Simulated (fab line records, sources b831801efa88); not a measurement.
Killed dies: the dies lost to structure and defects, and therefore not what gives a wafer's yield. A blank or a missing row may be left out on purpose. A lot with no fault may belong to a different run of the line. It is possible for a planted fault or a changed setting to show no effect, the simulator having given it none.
Problem report in the 8D (eight disciplines) form, filled by code + flow sky130 + the parts of the form that need people (team, actions taken, sign-off) are left out

1. PROBLEM STATEMENT
Across 9 wafers from 3 lots, VT_ADJUST_HVTR_TW at SKY_VT_ADJUST_HVTR_TW_MEAS_11 averages 220.2, while fault-free wafers read 209.4 with a standard deviation of 1. That is +11 standard deviations from the usual mean.
Earliest sighting: wafer L209.1 on film metro-03 at day 13 10:20. At this step, 36 wafers from 12 lots have a number in the record. By rule, "out" or "out of limits" means more than 4 standard deviations away from the usual mean. All remaining wafers that have a number are taken as sound.

2. WHAT IT IS; WHAT IT IS NOT
| question                    | is                                          | is not                                                                          |
|-----------------------------|---------------------------------------------|---------------------------------------------------------------------------------|
| which readings at this step | VT_ADJUST_HVTR_TW                           | -                                                                               |
| which lots                  | L209, L211, L212                            | L198, L200, L201, L204, L205, L208, L210, L219, L220                            |
| which wafers of those lots  | all that have a number                      | -                                                                               |
| read on which gauges        | film metro-01, film metro-03, film metro-04 | -                                                                               |
| when                        | from day 13 10:20                           | up to then (18 sound wafers); but 9 sound wafers of L210, L219, L220 came after |

3. WHAT RULES OUT EACH SUSPECT
Counting: a tool at a process step up to the reading stays a suspect if it ran every lot that is out and no sound lot after the first of them.
- the gauge at SKY_VT_ADJUST_HVTR_TW_MEAS_11 is ruled out. Those wafers that are out were read across 3 gauges (film metro-01, film metro-03, film metro-04).
- implanter-04 at SKY_VT_ADJUST_HVTR_IMPLANT_09: ruled out as a lasting fault. Sound lots L220 ran on it after its first lot that is out, L209 (day 13 10:05).
Left after counting: nothing in the record.

4. THE CAUSE (what the simulator had put in)
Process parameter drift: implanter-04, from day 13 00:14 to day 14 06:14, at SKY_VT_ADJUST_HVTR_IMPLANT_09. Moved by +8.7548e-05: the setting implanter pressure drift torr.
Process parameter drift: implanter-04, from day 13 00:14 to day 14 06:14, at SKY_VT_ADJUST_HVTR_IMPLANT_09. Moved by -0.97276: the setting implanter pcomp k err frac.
The count ruled it out by mistake, since the rule takes a fault to strike every lot its tool runs from the start of the fault on, and this one did not do so.

5. THE EFFECT CHAIN, in route order
Each row: a reading where the mean over the struck wafers with a number is more than 3 standard deviations away from the usual. Only readings for which the record gives a usual standard deviation are gone through. hours: the time from each lot's start at the first step in this table that gives one to its start at this step, as a median over the lots. sigmas: the change in usual standard deviations.
| hours | step                          | reading                   | usual         | on struck wafers | change    | sigmas      |
|-------|-------------------------------|---------------------------|---------------|------------------|-----------|-------------|
| 0     | SKY_VT_ADJUST_HVTR_IMPLANT_09 | beam on s                 | 10.00 s       | 11.88            | +1.88     | +9.4        |
| 0     | SKY_VT_ADJUST_HVTR_IMPLANT_09 | end station pressure torr | 5.02e-06 Torr | 9.02e-05         | +8.52e-05 | +99 or more |
| 0     | SKY_VT_ADJUST_HVTR_IMPLANT_09 | faraday current uA        | 11.84         | 10.01            | -1.83     | -7.6        |
| 0     | SKY_VT_ADJUST_HVTR_TW_MEAS_11 | VT_ADJUST_HVTR_TW         | 209.4         | 220.2            | +10.8     | +11         |
It contains these process steps:
- SKY_VT_ADJUST_HVTR_IMPLANT_09

6. HOW IT WOULD HAVE BEEN CAUGHT EARLIER
The first out-of-limits reading at a measuring or inspecting step in this record came at day 13 10:20, 10 hours after the fault's start at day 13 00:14.
The tool's own readings at SKY_VT_ADJUST_HVTR_IMPLANT_09 were out on every struck wafer that the step has a row for (beam on s, end station pressure torr, faraday current uA): an alarm limit on them would have fired on the first of those.
